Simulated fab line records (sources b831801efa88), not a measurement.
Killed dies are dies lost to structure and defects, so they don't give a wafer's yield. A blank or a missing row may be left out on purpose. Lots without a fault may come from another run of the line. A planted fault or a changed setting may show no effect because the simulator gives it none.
Matching of chambers    flow sky130    4 sister chambers for SKY_SONOS_ONO_ETCH_15 on rie-diel-03
The step etches the open film in CHF3/O2, target depth 19.52 nm, time 7.8 s. 4 wafers are shown with their chamber, then 9 later ones without.

WAFERS PAIRED WITH THEIR CHAMBERS
wafer   chamber  drypump-motor-current-A (A)
L079.3  1        5.4
L082.4  3        6.4
L087.1  0        4.7
L087.6  2        4.9

WAFERS WHOSE CHAMBER IS MISSING
wafer   drypump-motor-current-A (A)
L088.3  5.4
L088.5  6.4
L088.6  4.9
L096.1  4.9
L096.2  4.7
L096.5  4.9
L097.1  5.3
L097.4  4.9
L097.5  5.3

WHICH CHAMBER EACH WENT THROUGH
wafer   from the rows above  in truth
L088.3  1                    1
L088.5  3                    3
L088.6  2                    2
L096.1  2                    2
L096.2  0                    0
L096.5  2                    2
L097.1  1                    1
L097.4  2                    2
L097.5  1                    1
9 of 9 placed correctly. Number that these rows cannot place: 0. Number placed wrongly: 0.
How it was worked out, from the rows above alone: a wafer's distance from a chamber is the root of the sum, over the readings, of the square of ((its reading less the chamber's mean) divided by the reading's scatter). The wafer belongs to the nearest chamber; if the next one is less than 2 further off, it can't be placed. Each chamber's mean is taken over the wafers shown for it. The scatter: root of mean squared gap, hidden wafer to nearest shown wafer, with one shown wafer a chamber.
